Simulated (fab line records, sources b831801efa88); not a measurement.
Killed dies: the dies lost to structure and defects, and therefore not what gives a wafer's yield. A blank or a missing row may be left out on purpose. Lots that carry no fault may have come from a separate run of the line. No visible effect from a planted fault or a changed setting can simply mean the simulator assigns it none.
What tool caused it?	flow gf180mcu	18 wafers from 6 lots sampled at 4 of the route's 602 steps

## WHAT EACH GAUGE READ, for each wafer
GF_PASSIVATION_THK_MEAS_01.
lot	measured	on	PASSIVATION_CVD_00_THK (nm)
L399	day 29 02:38	film-metro-01	989 1006 1028
L401	day 29 08:53	film-metro-03	972 1006 1018
L403	day 29 23:57	film-metro-01	992 1007 1010
L407	day 30 18:41	film-metro-03	999 985 1015
L411	day 31 19:03	film-metro-01	982 1000 1004
L421	day 34 05:12	film-metro-04	1004 1021 1002

## TOOL THAT RAN EACH LOT (tool first, then ch and the chambers of the sampled wafers, then the start)
lot	GF_V2_STRIP_18	GF_TOP_METAL_SPUTTER_00	GF_TOP_METAL_SPUTTER_01
L399	plasma-asher-04 ch 0,1, day 21 09:55	pvd-sputter-03, day 28 05:51	pvd-sputter-03, day 28 05:57
L401	plasma-asher-04 ch 0,1, day 21 18:23	pvd-sputter-03, day 28 12:42	pvd-sputter-03, day 28 12:48
L403	plasma-asher-02 ch 0,1, day 22 09:29	pvd-sputter-01, day 29 03:19	pvd-sputter-01, day 29 03:25
L407	plasma-asher-02 ch 0, day 23 10:01	pvd-sputter-04, day 29 23:39	pvd-sputter-04, day 29 23:45
L411	plasma-asher-02 ch 0,1, day 24 17:10	pvd-sputter-03, day 31 00:00	pvd-sputter-03, day 31 00:06
L421	plasma-asher-04 ch 1, day 27 21:38	pvd-sputter-03, day 33 13:18	pvd-sputter-03, day 33 13:24
- GF_V2_STRIP_18: strips in O2/N2.
- GF_TOP_METAL_SPUTTER_00: material Ti, target thk 37.5 nm, time 150 s.
- GF_TOP_METAL_SPUTTER_01: material TiN, target thk 30 nm, time 25 s.

## THE ANSWER, worked out from the rows above alone
Rule: what is usual is taken from the lots themselves. Put in order of their means at a reading, lots are off if they are a third of the lots or fewer, leave a main group of 4 or more, and stand apart from it by a gap of 3 or more times the standard deviation of the main group's means; of several such gaps the widest counts. A main group is skipped when, at the precision printed for the reading in the tables above, its means are all equal. A lot without any number at a reading at which 4 lots or more have one is off too. Where the step has rows for the other lots, those lots are counted as sound.
Across all readings shown, no lot is off: no conclusion can be drawn from this.

## WHAT THE SIMULATOR HAD INSERTED
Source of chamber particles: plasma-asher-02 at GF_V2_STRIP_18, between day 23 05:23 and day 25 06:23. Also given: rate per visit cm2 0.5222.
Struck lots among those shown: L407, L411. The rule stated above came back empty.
